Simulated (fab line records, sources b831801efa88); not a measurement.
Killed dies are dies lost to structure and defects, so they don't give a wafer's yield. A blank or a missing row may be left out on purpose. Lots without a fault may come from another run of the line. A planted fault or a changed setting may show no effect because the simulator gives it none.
A sampling plan put to the test | flow sky130 | one fab line, 6 faults that these records tell of, each judged on the records of the lots that it struck
The plan is the line's own looks: the steps of the route at which a gauge or an inspection reads the wafer and doesn't change it. A look can be judged if struck wafers have a number there and the file gives its usual mean and standard deviation on fault-free wafers. Caught: at a look after the fault's first step, the mean of the struck wafers lies 4 or more of those standard deviations (sigma) from the usual mean. On the tool: the same test on the tool's own readings at the fault's steps. Another recipe on the struck wafers, or a record that is blank for them alone, also counts as caught.

THE FAULTS, as the simulator had put them in
1. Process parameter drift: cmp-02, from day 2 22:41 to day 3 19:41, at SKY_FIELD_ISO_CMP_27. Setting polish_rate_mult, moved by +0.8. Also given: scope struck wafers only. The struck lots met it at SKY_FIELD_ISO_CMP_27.
2. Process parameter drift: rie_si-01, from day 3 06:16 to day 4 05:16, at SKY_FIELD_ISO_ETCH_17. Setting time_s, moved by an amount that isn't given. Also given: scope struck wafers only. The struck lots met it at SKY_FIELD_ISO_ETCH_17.
3. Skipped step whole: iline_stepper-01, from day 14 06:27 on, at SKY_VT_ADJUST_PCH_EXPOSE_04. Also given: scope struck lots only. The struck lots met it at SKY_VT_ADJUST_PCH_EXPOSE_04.
4. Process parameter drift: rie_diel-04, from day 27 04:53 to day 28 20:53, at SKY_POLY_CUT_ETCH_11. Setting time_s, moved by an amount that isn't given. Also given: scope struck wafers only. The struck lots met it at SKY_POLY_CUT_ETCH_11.
5. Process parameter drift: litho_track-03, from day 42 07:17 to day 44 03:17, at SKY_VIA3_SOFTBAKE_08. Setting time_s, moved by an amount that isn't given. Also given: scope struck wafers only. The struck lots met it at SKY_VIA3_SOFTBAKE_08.
6. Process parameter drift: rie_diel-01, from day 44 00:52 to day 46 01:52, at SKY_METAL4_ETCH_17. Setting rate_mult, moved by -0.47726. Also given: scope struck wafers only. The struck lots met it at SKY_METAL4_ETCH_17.

WHAT THE PLAN SAW
fault | on the tool itself               | first look that catches it                      | reading, sigma | median hours from its first step to that look | hours from the fault's start to the first struck lot there | judged looks passed uncaught
1     | time_to_endpoint_s -14 sigma     | none of the 2 looks that can be judged after it | -              | -                                             | -                                                          | 2
2     | run_length_s -99 or beyond sigma | not the one look that can be judged after it    | -              | -                                             | -                                                          | 1
3     | no reading that can be judged    | not the one look that can be judged after it    | -              | -                                             | -                                                          | 1
4     | oes_product_au +4.4 sigma        | no look after it can be judged                  | -              | -                                             | -                                                          | 0
5     | run_length_s -71 sigma           | no look after it can be judged                  | -              | -                                             | -                                                          | 0
6     | oes_product_au -7.2 sigma        | no look after it can be judged                  | -              | -                                             | -                                                          | 0
A dash: the fault isn't caught, or these records don't give the number.

Caught at a look: 0 of 6. Caught on the tool: 5 of 6. By one or the other: 5 of 6.
Caught on the tool alone: faults 1, 2, 4, 5, 6.
Caught by neither: fault 3.
